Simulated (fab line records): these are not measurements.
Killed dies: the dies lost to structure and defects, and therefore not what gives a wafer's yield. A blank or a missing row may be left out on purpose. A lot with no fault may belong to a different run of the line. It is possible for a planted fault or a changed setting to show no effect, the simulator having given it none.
Which tool was responsible? :: flow sky130 :: 27 wafers from 9 lots sampled at 3 of the route's 708 steps

== WHAT THE GAUGES SHOWED, per wafer ==
SKY_METAL2_RS_MEAS_05: a four-point-probe measurement.
lot: L326
measured: day 35 10:01
on: film-metro-03
METAL2_ALCU_RS (ohm/sq): 0.1275 0.1293 0.1287

lot: L325
measured: day 35 11:08
on: film-metro-03
METAL2_ALCU_RS (ohm/sq): 0.1283 0.1279 0.1255

lot: L329
measured: day 36 07:59
on: film-metro-01
METAL2_ALCU_RS (ohm/sq): 0.1260 0.1257 0.1245

lot: L330
measured: day 36 19:34
on: film-metro-03
METAL2_ALCU_RS (ohm/sq): 0.1284 0.1284 0.1270

lot: L331
measured: day 36 22:55
on: film-metro-03
METAL2_ALCU_RS (ohm/sq): 0.1265 0.1280 0.1274

lot: L333
measured: day 37 10:58
on: film-metro-03
METAL2_ALCU_RS (ohm/sq): 0.1230 0.1236 0.1240

lot: L335
measured: day 38 01:51
on: film-metro-01
METAL2_ALCU_RS (ohm/sq): 0.1276 0.1290 0.1289

lot: L340
measured: day 39 12:19
on: film-metro-01
METAL2_ALCU_RS (ohm/sq): 0.1664 0.1289 0.1271

lot: L348
measured: day 41 19:43
on: film-metro-04
METAL2_ALCU_RS (ohm/sq): 0.1226 0.1227 0.1229

== WHAT TOOL EACH LOT RAN ON (gives the tool, then ch and the chambers of the sampled wafers, and finally the start) ==
lot: L326
SKY_METAL1_ETCH_18: rie-metal-03 ch 0,1, day 34 03:50
SKY_METAL2_SPUTTER_02: pvd-sputter-02, day 35 09:55

lot: L325
SKY_METAL1_ETCH_18: rie-metal-04 ch 0,1, day 34 05:20
SKY_METAL2_SPUTTER_02: pvd-sputter-01, day 35 11:02

lot: L329
SKY_METAL1_ETCH_18: rie-metal-03 ch 0,1, day 35 02:35
SKY_METAL2_SPUTTER_02: pvd-sputter-04, day 36 07:52

lot: L330
SKY_METAL1_ETCH_18: rie-metal-01 ch 0,1, day 35 11:46
SKY_METAL2_SPUTTER_02: pvd-sputter-01, day 36 19:26

lot: L331
SKY_METAL1_ETCH_18: rie-metal-01 ch 0,1, day 35 16:29
SKY_METAL2_SPUTTER_02: pvd-sputter-01, day 36 22:50

lot: L333
SKY_METAL1_ETCH_18: rie-metal-03 ch 0,1, day 36 04:26
SKY_METAL2_SPUTTER_02: pvd-sputter-04, day 37 10:52

lot: L335
SKY_METAL1_ETCH_18: rie-metal-01 ch 0,1, day 36 20:35
SKY_METAL2_SPUTTER_02: pvd-sputter-01, day 38 01:46

lot: L340
SKY_METAL1_ETCH_18: rie-metal-01 ch 0,1, day 38 07:20
SKY_METAL2_SPUTTER_02: pvd-sputter-01, day 39 12:13

lot: L348
SKY_METAL1_ETCH_18: rie-metal-04 ch 0,1, day 40 14:58
SKY_METAL2_SPUTTER_02: pvd-sputter-04, day 41 19:33
- SKY_METAL1_ETCH_18: etches BARC in N2/H2, stops on SiO2, time 45.9 s, target depth 60 nm.
- SKY_METAL2_SPUTTER_02: material AlCu, target thk 250 nm, time 13.3 s.

== THE ANSWER, worked out from the rows above alone ==
Rule: the usual values come from the lots themselves. The widest of any qualifying gaps counts: lots, ordered by their means at a reading, are off when they make up no more than a third of the lots, leave a main group of 4 or more, and stand apart from it by 3 or more times the standard deviation of that group's means. If all means in a main group match to the digits the tables above print for the reading, that group is not used. A lot without any number at a reading at which 4 lots or more have one is off too. Any other lot the step has rows for is counted as sound.
Off: at SKY_METAL2_RS_MEAS_05 (METAL2_ALCU_RS), L340. Main group: mean 0.1264 ohm/sq, sd 0.0021.
If a tool, at a process step before that reading, ran all the lots that are off and no sound lot after the first of them, it fits. The gauges at SKY_METAL2_RS_MEAS_05 are tried like those tools. Can't be told from this: 3 tools fit, rie-metal-01 at SKY_METAL1_ETCH_18, pvd-sputter-01 at SKY_METAL2_SPUTTER_02, film-metro-01 at SKY_METAL2_RS_MEAS_05.

== WHAT THE SIMULATOR HAD PUT IN ==
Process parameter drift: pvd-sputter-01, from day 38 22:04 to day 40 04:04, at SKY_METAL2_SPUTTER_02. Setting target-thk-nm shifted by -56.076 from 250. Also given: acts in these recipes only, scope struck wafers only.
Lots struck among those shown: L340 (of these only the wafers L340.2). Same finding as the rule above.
